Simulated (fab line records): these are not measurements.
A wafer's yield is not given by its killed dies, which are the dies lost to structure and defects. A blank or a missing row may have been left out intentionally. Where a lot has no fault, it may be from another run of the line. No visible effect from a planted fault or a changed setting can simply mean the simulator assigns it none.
What tool caused it?    flow gf180mcu    13 lots with 39 wafers sampled at 5 steps, on a route of 602 steps

== WHAT THE GAUGES READ, wafer by wafer ==
GF_V2_THK_MEAS_01.
lot   measured      on            V2_CVD_00_THK (nm)
L749  day 20 02:03  filmMetro-01  590 593 605
L750  day 20 09:10  filmMetro-01  602 599 598
L751  day 20 20:20  filmMetro-02  600 603 588
L752  day 20 21:07  filmMetro-01  609 604 603
L753  day 21 01:34  filmMetro-03  600 585 585
L754  day 21 18:34  filmMetro-03  597 584 595
L760  day 23 07:04  filmMetro-01  595 598 594
L762  day 24 01:10  filmMetro-02  600 606 599
L764  day 24 16:22  filmMetro-01  594 602 593
L765  day 24 22:10  filmMetro-01  596 604 603
L767  day 25 14:40  filmMetro-03  603 602 602
L768  day 25 17:49  filmMetro-01  589 595 595
L772  day 26 20:17  filmMetro-01  596 600 583

GF_M3_RS_MEAS_05: the measuring method here is four-point-probe.
lot   measured      on            M3_ALCU_RS (ohm/sq)
L749  day 21 04:40  filmMetro-04  0.0693 0.0676 0.0678
L750  day 21 11:49  filmMetro-04  0.0701 0.0688 0.0691
L751  day 21 22:47  filmMetro-02  0.0702 0.0697 0.0695
L752  day 21 23:26  filmMetro-04  0.0693 0.0706 0.0693
L753  day 22 03:16  filmMetro-01  0.0700 0.0694 0.0685
L754  day 22 19:39  filmMetro-02  0.0706 0.0692 0.0691
L760  day 24 07:22  filmMetro-02  0.0693 0.0688 0.0698
L762  day 25 00:56  filmMetro-04  0.0706 0.0694 0.0696
L764  day 25 15:44  filmMetro-04  0.0693 0.0691 0.0685
L765  day 26 01:32  filmMetro-04  0.0691 0.0684 0.0687
L767  day 26 13:47  filmMetro-04  0.0702 0.0690 0.0689
L768  day 26 17:09  filmMetro-02  0.0698 0.0689 0.0689
L772  day 27 18:38  filmMetro-02  0.0697 0.0702 0.0696

GF_M3_CD_MEAS_14: the cd target is 280 nm.
lot   measured      on        cdNm (nm)
L749  day 22 04:29  cdSem-02  280.2 280.3 279.9
L750  day 22 15:36  cdSem-02  278.5 277.8 277.9
L751  day 22 22:02  cdSem-02  279.7 279.6 279.9
L752  day 22 22:20  cdSem-02  281.0 281.0 282.4
L753  day 23 01:23  cdSem-01  280.8 279.8 279.3
L754  day 23 18:04  cdSem-02  279.4 278.0 281.3
L760  day 25 04:30  cdSem-01  284.4 283.2 283.7 284.0 283.2 283.4
L762  day 25 22:31  cdSem-02  282.2 281.5 281.4
L764  day 26 12:46  cdSem-01  280.0 279.4 277.9
L765  day 26 22:16  cdSem-02  280.8 279.5 280.2
L767  day 27 09:17  cdSem-01  277.2 276.2 277.4
L768  day 27 12:56  cdSem-02  279.7 280.8 281.3
L772  day 28 14:02  cdSem-02  278.1 278.2 278.4

== EACH LOT AND THE TOOL THAT RAN IT (in order: tool; ch and the chambers of the sampled wafers; start) ==
lot   GF_V2_ETCH_16                      GF_M3_SOFTBAKE_10
L749  rieDiel-01 ch 0,1,2, day 21 03:05  lithoTrack-03 ch 0, day 21 16:29
L750  rieDiel-03 ch 0,2,3, day 21 10:11  lithoTrack-01 ch 0, day 21 23:10
L751  rieDiel-03 ch 1,2,3, day 21 21:08  lithoTrack-03 ch 0, day 22 10:11
L752  rieDiel-02 ch 0,1, day 21 21:50    lithoTrack-03 ch 0, day 22 10:44
L753  rieDiel-03 ch 0,1,2, day 22 01:41  lithoTrack-03 ch 0, day 22 13:50
L754  rieDiel-01 ch 2,3, day 22 18:02    lithoTrack-03 ch 0, day 23 07:01
L760  rieDiel-03 ch 1,2,3, day 24 05:44  lithoTrack-03 ch 0, day 24 17:58
L762  rieDiel-01 ch 1,3, day 24 23:20    lithoTrack-03 ch 0, day 25 12:28
L764  rieDiel-03 ch 0,2,3, day 25 14:05  lithoTrack-01 ch 0, day 26 01:59
L765  rieDiel-03 ch 0,2,3, day 25 23:35  lithoTrack-04 ch 0, day 26 12:28
L767  rieDiel-02 ch 0,1,2, day 26 12:11  lithoTrack-04 ch 0, day 26 23:11
L768  rieDiel-02 ch 0,2,3, day 26 15:32  lithoTrack-04 ch 0, day 27 02:59
L772  rieDiel-01 ch 0,1,3, day 27 16:49  lithoTrack-04 ch 0, day 28 04:43
- GF_V2_ETCH_16: etches BARC in N2/H2.
- GF_M3_SOFTBAKE_10: time 60 s.

== WHAT THE TOOLS THEMSELVES READ (means of the sampled wafers that have a number; where no wafer has one, the mark that the record gives instead) ==
GF_V2_ETCH_16.
lot   tool        drypumpMotorCurrentA (A)  oesProductAu (a.u.)  throttleValvePct (%)
L749  rieDiel-01  5.4                       0.853                13.227
L750  rieDiel-03  5.6                       0.857                13.225
L751  rieDiel-03  5.3                       0.861                13.229
L752  rieDiel-02  5.8                       0.856                13.222
L753  rieDiel-03  5.4                       0.852                13.223
L754  rieDiel-01  5.6                       0.856                13.223
L760  rieDiel-03  5.3                       0.855                13.236
L762  rieDiel-01  5.8                       0.852                13.218
L764  rieDiel-03  5.6                       0.853                13.238
L765  rieDiel-03  5.6                       0.849                13.227
L767  rieDiel-02  5.4                       0.859                13.230
L768  rieDiel-02  5.2                       0.853                13.229
L772  rieDiel-01  5.6                       0.852                13.213

GF_M3_SOFTBAKE_10.
lot   tool           heaterPowerTotalW (W)  runLengthS (s)
L749  lithoTrack-03  93.08                  88.89
L750  lithoTrack-01  93.06                  89.20
L751  lithoTrack-03  93.02                  89.00
L752  lithoTrack-03  93.02                  89.05
L753  lithoTrack-03  92.99                  89.06
L754  lithoTrack-03  93.07                  88.95
L760  lithoTrack-03  101.77                 74.80
L762  lithoTrack-03  101.75                 74.90
L764  lithoTrack-01  93.05                  89.28
L765  lithoTrack-04  93.07                  89.43
L767  lithoTrack-04  93.13                  89.41
L768  lithoTrack-04  93.08                  89.31
L772  lithoTrack-04  93.06                  89.39

== THE ANSWER, worked out from the rows above alone ==
Rule: the lots themselves supply what counts as usual. Put in order of their means at a reading, lots are off if they are a third of the lots or fewer, leave a main group of 4 or more, and stand apart from it by a gap of 3 or more times the standard deviation of the main group's means; of several such gaps the widest counts. The tables above print the reading to a certain number of digits; a main group whose means all agree to those digits is not used. Also off: a lot with no number at a reading for which 4 or more lots have one. Any other lot the step has rows for is counted as sound. First the gauges in route order, then the tools' own readings, where a lot's mean is used as printed above. At the first step where some lot is off, the reading lying furthest off is the one used; lots without a number count as furthest.
Off: L760, L762, at GF_M3_SOFTBAKE_10 (heaterPowerTotalW). The main group has a mean of 93.06 W with a standard deviation of 0.036.
A tool fits if, at that step or a process step before it, it ran every lot that is off, and no sound lot after the first of them. One candidate fits, namely lithoTrack-03 at GF_M3_SOFTBAKE_10. A fault onset in the window from L754 (day 23 07:01, its last sound lot) to L760 (day 24 17:58, its first lot off) fits.
The tool's own readings at GF_M3_SOFTBAKE_10 bear it out: on the lots that are off they differ by more than 5 times the standard deviation of the sound lots' means. heaterPowerTotalW reads 101.76 W there against 93.06 W on the sound lots; runLengthS reads 74.85 s there against 89.18 s on the sound lots.

== WHAT THE SIMULATOR HAD PUT IN ==
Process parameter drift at GF_M3_SOFTBAKE_10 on lithoTrack-03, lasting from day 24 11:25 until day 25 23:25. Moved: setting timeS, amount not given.
Lots struck among those shown: L760, L762. The rule above reached the same finding.
